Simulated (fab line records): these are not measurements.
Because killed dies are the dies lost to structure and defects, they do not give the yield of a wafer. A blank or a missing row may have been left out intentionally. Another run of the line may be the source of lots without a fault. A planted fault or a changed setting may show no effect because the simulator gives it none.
Matching of chambers | flow sky130 | hdpcvd-01 running SKY_VIA3_HDPCVD_00: 3 sister chambers
The step deposits SiO2, target thk 1635 nm, time 272.5 s. 6 wafers are shown with their chamber, then 7 later ones without.

== WAFERS PAIRED WITH THEIR CHAMBERS ==
wafer  | chamber | run_length_s (s) | sih4_flow_sccm (sccm)
L164.3 | 2       | 299.5            | 60.02
L166.2 | 2       | 299.9            | 59.98
L166.5 | 0       | 300.0            | 60.09
L167.3 | 1       | 300.5            | 60.06
L176.1 | 0       | 299.5            | 60.10
L176.3 | 1       | 300.7            | 60.15

== WAFERS WITHOUT THEIR CHAMBER ==
wafer  | run_length_s (s) | sih4_flow_sccm (sccm)
L176.5 | 299.4            | 60.06
L178.2 | 299.9            | 59.78
L178.3 | 299.5            | 59.97
L178.6 | 300.4            | 59.79
L179.2 | 299.8            | 60.18
L179.4 | 300.2            | 60.17
L179.5 | 300.2            | 60.00

== WHICH CHAMBER EACH WENT THROUGH ==
wafer  | from the rows above          | in truth
L176.5 | can't be placed: 0 or 2      | 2
L178.2 | 2                            | 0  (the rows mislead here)
L178.3 | 2                            | 2
L178.6 | 2                            | 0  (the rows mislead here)
L179.2 | can't be placed: 0 or 1      | 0
L179.4 | can't be placed: 1 or 0      | 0
L179.5 | can't be placed: 2 or 0 or 1 | 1
Correctly placed: 1 of 7. These rows do not allow placing 4 (true chamber among the candidates in 4). Wrongly placed: 2.
How it was worked out, from the rows above alone: a wafer's distance from a chamber is the root of the sum, over the readings, of the square of ((its reading less the chamber's mean) divided by the reading's scatter). The wafer belongs to the nearest chamber; if the next one is less than 2 further off, it can't be placed. Each chamber's mean is taken over the wafers shown for it. How the scatter is found: for the shown wafers, subtract from each reading the mean of its chamber, square and add these, divide the total by (wafers less chambers), then take the root.
